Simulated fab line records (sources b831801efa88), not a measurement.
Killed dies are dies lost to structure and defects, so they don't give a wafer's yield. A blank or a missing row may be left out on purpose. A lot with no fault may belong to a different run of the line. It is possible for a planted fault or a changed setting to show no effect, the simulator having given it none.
What tool caused it? | flow sky130 | Sampling: 13 lots, 39 wafers, 3 of 708 route steps

WHAT THE GAUGES READ, wafer by wafer
SKY_LDD_HVN_TW_MEAS_10. Usual: LDD_HVN_TW typically reads 1423, with standard deviation 9.3.
lot  | measured     | on            | LDD_HVN_TW     | flag
L944 | day 21 09:03 | film-metro-03 | 1425 1432 1425 |
L945 | day 22 04:43 | film-metro-03 | 1418 1428 1426 |
L946 | day 22 05:25 | film-metro-03 | 1430 1429 1426 |
L947 | day 22 20:14 | film-metro-04 | 1411 1403 1409 |
L949 | day 23 16:43 | film-metro-04 | 1417 1412 1414 |
L951 | day 24 22:08 | film-metro-04 | 1416 1411 1411 |
L953 | day 25 09:31 | film-metro-03 | 1425 1419 1425 |
L955 | day 25 19:46 | film-metro-02 | 1433 1436 1441 |
L959 | day 27 00:34 | film-metro-02 | 1424 1432 1427 |
L960 | day 27 07:52 | film-metro-03 | 1419 1421 1427 |
L961 | day 27 11:59 | film-metro-03 | 1422 1417 1414 |
L962 | day 28 12:27 | film-metro-04 | 1407 1407 1413 |
L964 | day 28 12:35 | film-metro-03 | 1424 1423 1417 |

SKY_LI_CONTACT_RS_MEAS_22: measures by four-point-probe. Usual: LI_CONTACT_W_RS typically reads 0.286 ohm/sq, with standard deviation 0.0032.
lot  | measured     | on            | LI_CONTACT_W_RS (ohm/sq) | flag
L944 | day 30 07:16 | film-metro-03 | 0.287 0.284 0.288        |
L945 | day 31 01:12 | film-metro-04 | 0.286 0.285 0.287        |
L946 | day 31 01:33 | film-metro-02 | 0.279 0.284 0.283        |
L947 | day 31 13:17 | film-metro-03 | 0.283 0.284 0.284        |
L949 | day 32 08:25 | film-metro-03 | 0.286 0.287 0.289        |
L951 | day 33 10:47 | film-metro-02 | 0.291 0.287 0.292        |
L953 | day 33 20:52 | film-metro-03 | 0.283 0.281 0.281        |
L955 | day 34 07:34 | film-metro-02 | 0.290 0.283 0.288        |
L959 | day 35 07:40 | film-metro-04 | 0.292 0.299 0.293        |
L960 | day 35 13:22 | film-metro-03 | 0.286 0.282 0.282        |
L961 | day 35 19:32 | film-metro-04 | 0.283 0.283 0.288        |
L962 | day 36 19:02 | film-metro-02 | 0.286 0.280 0.282        |
L964 | day 36 23:38 | film-metro-03 | 0.290 0.281 0.287        |

WHICH TOOL RAN EACH LOT (tool, then ch and the chambers of the sampled wafers, then the start)
lot  | SKY_VT_ADJUST_HVTP_IMPLANT_09
L944 | implanter-01 ch 0, day 6 20:10
L945 | implanter-04 ch 0, day 7 02:12
L946 | implanter-04 ch 0, day 7 06:24
L947 | implanter-03 ch 0, day 7 11:37
L949 | implanter-01 ch 0, day 8 05:49
L951 | implanter-01 ch 0, day 9 05:05
L953 | implanter-01 ch 0, day 9 12:47
L955 | implanter-03 ch 0, day 9 18:24
L959 | implanter-01 ch 0, day 10 18:41
L960 | implanter-04 ch 0, day 11 02:20
L961 | implanter-04 ch 0, day 11 10:18
L962 | implanter-04 ch 0, day 11 15:17
L964 | implanter-04 ch 0, day 12 02:26
- SKY_VT_ADJUST_HVTP_IMPLANT_09

AS READ BY THE TOOLS THEMSELVES (means over the sampled wafers that have a number; for cases with no such wafer, the mark the record gives instead)
SKY_VT_ADJUST_HVTP_IMPLANT_09. Usual: 149.99 for beam-energy-keV, sd 0.051.
lot  | tool         | beam-energy-keV | flag
L944 | implanter-01 | 149.99          |
L945 | implanter-04 | 150.00          |
L946 | implanter-04 | 150.03          |
L947 | implanter-03 | 150.05          |
L949 | implanter-01 | 149.94          |
L951 | implanter-01 | 149.97          |
L953 | implanter-01 | 160.03          | OFF
L955 | implanter-03 | 149.99          |
L959 | implanter-01 | 160.00          | OFF
L960 | implanter-04 | 149.96          |
L961 | implanter-04 | 149.99          |
L962 | implanter-04 | 150.04          |
L964 | implanter-04 | 149.98          |

THE ANSWER, worked out from the rows above alone
Rule: take the mean of a lot's wafers that have a number; if it is more than 3 standard deviations from the usual mean, the lot is off. Also off: a lot with no number at a reading for which 4 or more lots have one. Any other lot the step has rows for is counted as sound. First the gauges in route order, then the tools' own readings, where a lot's mean is used as printed above. The first step at which some lot is off is used, and at that step the reading that is off furthest; a lot without a number counts as furthest.
Off, at SKY_VT_ADJUST_HVTP_IMPLANT_09 on beam-energy-keV: L953, L959.
A tool fits if, at that step or a process step before it, it ran every lot that is off, and no sound lot after the first of them. One fits: SKY_VT_ADJUST_HVTP_IMPLANT_09 on implanter-01. A fault onset in the window from L951 (day 9 05:05, its last sound lot) to L953 (day 9 12:47, its first lot off) fits.
On the lots that are off, the tool's own readings at SKY_VT_ADJUST_HVTP_IMPLANT_09 differ by more than 5 times the standard deviation of the sound lots' means, which bears it out; beam-energy-keV reads 160.01 there versus 149.99 on the sound lots.

WHAT THE SIMULATOR HAD PUT IN
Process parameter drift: implanter-01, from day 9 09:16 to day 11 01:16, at SKY_VT_ADJUST_HVTP_IMPLANT_09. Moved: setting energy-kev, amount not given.
Lots struck among those shown: L953, L959. The same result came from the rule above.
